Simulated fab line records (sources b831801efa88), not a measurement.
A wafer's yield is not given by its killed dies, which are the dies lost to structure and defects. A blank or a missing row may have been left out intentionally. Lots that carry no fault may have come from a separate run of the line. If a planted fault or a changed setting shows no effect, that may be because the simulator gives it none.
The tool behind it: which one? -- flow sky130 -- 24 lots with 72 wafers sampled at 4 steps, on a route of 708 steps

WHAT EACH GAUGE READ, for each wafer
SKY_METAL3_CD_MEAS_13: target cd 300 nm.
lot,measured,on,cd-nm (nm)
L074,day 38 16:58,cd-sem-01,301.0 299.6 299.2
L075,day 38 19:29,cd-sem-01,301.7 300.6 301.6
L076,day 39 05:07,cd-sem-01,297.9 301.1 300.8
L077,day 39 15:05,cd-sem-02,300.7 300.6 300.5
L078,day 39 23:08,cd-sem-02,300.2 299.3 298.7
L079,day 40 02:59,cd-sem-01,302.3 301.9 302.9
L080,day 40 18:49,cd-sem-01,299.2 298.5 298.9
L081,day 40 23:13,cd-sem-02,301.1 301.2 300.8
L082,day 41 04:44,cd-sem-02,297.0 297.2 298.5
L083,day 41 05:53,cd-sem-02,299.3 298.5 299.7
L084,day 41 23:41,cd-sem-02,301.5 300.1 299.8
L085,day 42 11:19,cd-sem-02,297.8 296.8 297.9
L086,day 42 14:43,cd-sem-02,297.8 299.3 299.9
L087,day 42 16:13,cd-sem-01,299.3 299.4 299.9
L089,day 43 17:08,cd-sem-02,296.1 297.5 297.0
L091,day 43 19:46,cd-sem-02,303.1 303.2 303.3
L090,day 43 21:52,cd-sem-02,300.3 301.2 302.2
L088,day 43 22:23,cd-sem-01,300.5 301.8 300.5
L092,day 44 03:59,cd-sem-02,300.6 300.5 301.4
L093,day 44 04:20,cd-sem-01,300.8 299.5 300.6
L094,day 44 10:01,cd-sem-01,300.2 301.8 302.2
L095,day 44 12:55,cd-sem-02,300.1 300.0 301.2
L096,day 45 03:44,cd-sem-02,299.0 299.2 300.2
L097,day 45 05:36,cd-sem-02,302.1 301.7 300.8

SKY_VIA4_BOW_MEAS_03.
lot,measured,on,VIA4_BOW (um)
L074,day 42 01:01,film-metro-01,90 92 79
L075,day 42 01:33,film-metro-04,78 64 72
L076,day 42 10:41,film-metro-04,68 79 84
L077,day 42 20:58,film-metro-01,78 74 81
L078,day 43 05:50,film-metro-04,86 81 67
L079,day 43 09:19,film-metro-04,94 88 84
L080,day 43 23:10,film-metro-04,87 85 72
L081,day 44 08:40,film-metro-04,79 74 71
L082,day 44 09:18,film-metro-02,89 94 80
L083,day 44 10:27,film-metro-01,77 82 77
L084,day 45 01:32,film-metro-01,83 87 79
L085,day 45 12:17,film-metro-04,76 67 71
L086,day 45 15:29,film-metro-04,88 75 81
L087,day 45 16:28,film-metro-04,81 71 76
L089,day 46 14:43,film-metro-04,81 78 76
L091,day 46 17:47,film-metro-01,69 77 92
L090,day 46 19:25,film-metro-04,80 85 85
L088,day 46 18:59,film-metro-02,64 80 83
L092,day 47 01:59,film-metro-02,95 87 88
L093,day 47 02:20,film-metro-04,74 73 85
L094,day 47 06:59,film-metro-02,89 80 73
L095,day 47 09:52,film-metro-04,73 78 75
L096,day 47 21:13,film-metro-01,73 91 69
L097,day 48 02:47,film-metro-02,92 95 80

WHAT TOOL EACH LOT RAN ON (gives the tool, then ch and the chambers of the sampled wafers, and finally the start)
lot,SKY_METAL2_ETCH_18,SKY_CAP2M_CVD_00
L074,"rie-metal-02 ch 1, day 35 06:08","pecvd-01 ch 0,2, day 39 21:41"
L075,"rie-metal-03 ch 0,1, day 35 10:05","pecvd-04 ch 0,1,2, day 39 23:43"
L076,"rie-metal-02 ch 0,1, day 35 19:47","pecvd-01 ch 0,2, day 40 08:58"
L077,"rie-metal-02 ch 0,1, day 36 06:20","pecvd-04 ch 0,2, day 40 19:16"
L078,"rie-metal-02 ch 0,1, day 36 14:38","pecvd-01 ch 0,1,2, day 41 03:58"
L079,"rie-metal-02 ch 1, day 36 18:47","pecvd-02 ch 0,1,2, day 41 07:16"
L080,"rie-metal-02 ch 0,1, day 37 11:44","pecvd-02 ch 0,2, day 41 22:43"
L081,"rie-metal-02 ch 0,1, day 37 16:53","pecvd-01 ch 1,2, day 42 08:05"
L082,"rie-metal-04 ch 0,1, day 37 20:56","pecvd-02 ch 0,1,2, day 42 08:07"
L083,"rie-metal-03 ch 0,1, day 38 00:11","pecvd-04 ch 1,2, day 42 10:11"
L084,"rie-metal-04 ch 0,1, day 38 17:29","pecvd-01 ch 0,2, day 43 01:24"
L085,"rie-metal-03 ch 0,1, day 39 07:18","pecvd-02 ch 0,1, day 43 13:38"
L086,"rie-metal-03 ch 0, day 39 11:37","pecvd-04 ch 0,1,2, day 43 17:25"
L087,"rie-metal-02 ch 0,1, day 39 13:26","pecvd-01 ch 2, day 43 18:43"
L089,"rie-metal-03 ch 0,1, day 40 16:35","pecvd-01 ch 0,2, day 44 19:14"
L091,"rie-metal-03 ch 1, day 40 17:17","pecvd-04 ch 0,1, day 44 21:24"
L090,"rie-metal-04 ch 0,1, day 40 18:27","pecvd-04 ch 0,1, day 45 00:01"
L088,"rie-metal-04 ch 0,1, day 40 20:22","pecvd-01 ch 0,1,2, day 44 23:59"
L092,"rie-metal-02 ch 0,1, day 41 01:50","pecvd-04 ch 0,1,2, day 45 06:06"
L093,"rie-metal-03 ch 0,1, day 41 02:50","pecvd-02 ch 1,2, day 45 06:34"
L094,"rie-metal-02 ch 0,1, day 41 08:24","pecvd-02 ch 0,1, day 45 11:07"
L095,"rie-metal-04 ch 0,1, day 41 12:33","pecvd-04 ch 0,2, day 45 13:56"
L096,"rie-metal-02 ch 0,1, day 42 03:53","pecvd-02 ch 0,1,2, day 46 03:53"
L097,"rie-metal-03 ch 0,1, day 42 05:38","pecvd-02 ch 0,2, day 46 06:50"
- SKY_METAL2_ETCH_18: etches BARC in N2/H2, stops on SiO2, time 45.9 s, target depth 60 nm.
- SKY_CAP2M_CVD_00: deposits SiO2, target thk 15.5 nm.

AS READ BY THE TOOLS THEMSELVES (means over the sampled wafers that have a number; for cases with no such wafer, the mark the record gives instead)
SKY_METAL2_ETCH_18.
lot,tool,bias-w (W),drypump-motor-current-A (A),n2-flow-sccm (sccm),oes-product-au (a.u.),rf-fwd-power-W (W),throttle-valve-pct (%)
L074,rie-metal-02,99.99,5.7,100.2,0.858,492.8,13.232
L075,rie-metal-03,99.77,5.7,100.0,0.852,495.4,13.222
L076,rie-metal-02,99.80,5.1,99.7,0.850,495.8,13.230
L077,rie-metal-02,100.01,5.4,99.7,0.851,494.5,13.228
L078,rie-metal-02,99.96,5.4,100.3,0.861,493.9,13.228
L079,rie-metal-02,99.88,5.7,99.7,0.853,490.1,13.227
L080,rie-metal-02,100.35,5.4,99.4,0.853,493.7,13.223
L081,rie-metal-02,99.83,5.1,100.0,0.848,495.6,13.226
L082,rie-metal-04,100.11,6.1,99.9,0.851,496.1,13.226
L083,rie-metal-03,100.20,5.8,100.2,0.852,496.4,13.226
L084,rie-metal-04,100.12,6.1,100.0,0.855,493.8,13.223
L085,rie-metal-03,99.82,5.9,99.9,0.854,494.5,13.225
L086,rie-metal-03,100.37,5.6,100.0,0.851,493.7,13.219
L087,rie-metal-02,99.88,5.4,100.1,0.853,495.5,13.221
L089,rie-metal-03,99.99,5.9,99.7,0.853,496.9,13.222
L091,rie-metal-03,99.73,6.0,99.6,0.861,497.1,13.224
L090,rie-metal-04,100.04,6.1,100.4,0.853,494.5,13.225
L088,rie-metal-04,99.98,6.0,99.8,0.854,495.6,13.215
L092,rie-metal-02,99.88,5.4,100.1,0.856,493.2,13.218
L093,rie-metal-03,99.99,5.8,100.3,0.859,496.9,13.232
L094,rie-metal-02,100.07,5.1,100.2,0.855,497.7,13.226
L095,rie-metal-04,100.00,6.0,100.0,0.854,496.1,13.229
L096,rie-metal-02,99.96,5.1,100.2,0.854,497.1,13.228
L097,rie-metal-03,99.87,5.9,100.2,0.859,496.3,13.215

SKY_CAP2M_CVD_00.
lot,tool,heater-power-w (W),rf-fwd-power-W (W)
L074,pecvd-01,774,439.1
L075,pecvd-04,668,442.1
L076,pecvd-01,748,439.7
L077,pecvd-04,653,443.8
L078,pecvd-01,764,440.7
L079,pecvd-02,600,442.8
L080,pecvd-02,592,441.1
L081,pecvd-01,786,441.3
L082,pecvd-02,669,440.9
L083,pecvd-04,616,438.7
L084,pecvd-01,782,439.6
L085,pecvd-02,714,444.0
L086,pecvd-04,659,441.3
L087,pecvd-01,725,440.8
L089,pecvd-01,739,440.5
L091,pecvd-04,696,439.8
L090,pecvd-04,700,442.3
L088,pecvd-01,719,440.2
L092,pecvd-04,688,440.9
L093,pecvd-02,648,443.2
L094,pecvd-02,619,443.3
L095,pecvd-04,633,442.2
L096,pecvd-02,652,443.1
L097,pecvd-02,623,441.8

THE ANSWER, worked out from the rows above alone
Rule: what is usual is taken from the lots themselves. Put in order of their means at a reading, lots are off if they are a third of the lots or fewer, leave a main group of 4 or more, and stand apart from it by a gap of 3 or more times the standard deviation of the main group's means; of several such gaps the widest counts. A main group is skipped when, at the precision printed for the reading in the tables above, its means are all equal. A lot without any number at a reading at which 4 lots or more have one is off too. Where the step has rows for the other lots, those lots are counted as sound. The gauges are gone through in route order, then the tools' own readings, and for those a lot's mean is taken as printed above. The first step at which some lot is off is used, and at that step the reading that is off furthest; a lot without a number counts as furthest.
No lot is off at any reading shown: from this, nothing can be told.

WHAT HAD BEEN PUT IN BY THE SIMULATOR
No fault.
